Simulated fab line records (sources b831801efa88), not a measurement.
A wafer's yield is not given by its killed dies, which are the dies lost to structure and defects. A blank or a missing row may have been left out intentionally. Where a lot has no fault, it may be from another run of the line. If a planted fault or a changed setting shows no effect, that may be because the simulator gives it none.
A struck lot beside a sound one + flow sky130 + 15 out of 708 route steps
Sound: wafers L863.1, L863.2, L863.6. Struck: wafers L882.2, L882.4, L882.5. The cause comes at the end.
Per side, at each step with rows, come the tool, then ch with its chambers, and then its first start. Under that, the readings that differ: sound wafers + struck wafers + difference of the means + sigmas: that difference in standard deviations of wafers without a fault.
alike: readings with means less than 2 such deviations apart, plus words and numbers identical on both sides. not compared: withheld readings, readings lacking a value on some wafer, bounds such as >300 that could conceal the same value, and numbers that have no deviation in the record and whose values overlap.
Wherever a step has rows on one side only, a row that says differs or no value, or a row with sigmas, the two part there. Numbers that have no deviation but don't overlap get no sigmas and don't part them. A reading missing from all wafers of one side parts the sides only when that side holds two or more wafers.

SKY_SPACER_ETCHBACK_02: etches Si3N4 in CH3F/O2, stops on SiO2, time 46.7 s, target depth 45 nm.
  sound on rie-diel-03 ch 0,2, day 23 22:46; struck on rie-diel-04 ch 1,2,3, day 30 03:02
  alike: O2_flow_sccm, drypump-motor-current-A, oes-product-au, throttle-valve-pct
  not compared: rf-hours-counter-h
then, 8 steps without rows for these wafers: SKY_POLY_CUT_DEHYDRATE_00 (time 60 s); SKY_POLY_CUT_HMDS_01 (prime time 60 s); SKY_POLY_CUT_COAT_02 (resist thk 60 nm); SKY_POLY_CUT_COAT_03 (resist thk 450 nm); SKY_POLY_CUT_SOFTBAKE_04 (time 90 s); SKY_POLY_CUT_EXPOSE_05 (exposes mask NPCM, target cd 270 nm); SKY_POLY_CUT_PEB_06; SKY_POLY_CUT_DEVELOP_07 (develop time 60 s).
SKY_POLY_CUT_CD_MEAS_08 targets a cd of 270 nm.
  sound on cd-sem-01, day 25 04:46; struck on cd-sem-02, day 31 07:35
  alike: cd-nm
SKY_POLY_CUT_OVL_MEAS_09:
  sound on overlay-02, day 25 04:53; struck on overlay-02, day 31 07:41
  alike: POLY_CUT_OVL
SKY_POLY_CUT_ETCH_10: etches BARC in N2/H2, stops on SiO2, time 45.9 s, target depth 60 nm.
  sound on rie-diel-01 ch 0,2, day 25 04:56; struck on rie-diel-01 ch 0,1, day 31 07:43
  alike: bias-w, chamber-pressure-mTorr, drypump-motor-current-A, oes-product-au, throttle-valve-pct
  not compared: rf-hours-counter-h
SKY_POLY_CUT_ETCH_11: etches Si3N4 in CF4/CH2F2/Ar, stops on poly-Si, time 42.5 s, target depth 60 nm.
  sound on rie-diel-01 ch 0,2, day 25 04:58; struck on rie-diel-01 ch 0,1, day 31 07:46
  no value came back on the struck wafers for any of 5 readings (bias-w (W), cf4-flow-sccm (sccm) and others); on the sound wafers bias-w (W) reads 150.2 149.7 149.9
  not compared: rf-hours-counter-h
SKY_POLY_CUT_STRIP_12: strips in O2/N2.
  sound on plasma-asher-02 ch 0,1, day 25 05:01; struck on plasma-asher-03 ch 0,1, day 31 07:48
| reading                     | sound          | struck         | difference | sigmas |
|-----------------------------|----------------|----------------|------------|--------|
| drypump-motor-current-A (A) | 5.99 5.84 5.98 | 5.43 5.21 5.23 | -0.65      | -2     |
  alike: oes-product-au, strip-time-to-endpoint-s
  not compared: rf-hours-counter-h
-- record jumps: 19 days separate the struck wafers' starts on either side; left off in module POLY_CUT, taken up again in module PAD_OPEN, whose first shown step is the route's number 708 --
SKY_PAD_OPEN_PROBE_99:
  rows exist in the record for the struck wafers here (prober-01, day 50 14:47), but not for the sound ones

== WHERE THEY PART ==
Earliest at SKY_POLY_CUT_ETCH_11; latest, in this record, at SKY_PAD_OPEN_PROBE_99.

WHY: what the simulator had put in
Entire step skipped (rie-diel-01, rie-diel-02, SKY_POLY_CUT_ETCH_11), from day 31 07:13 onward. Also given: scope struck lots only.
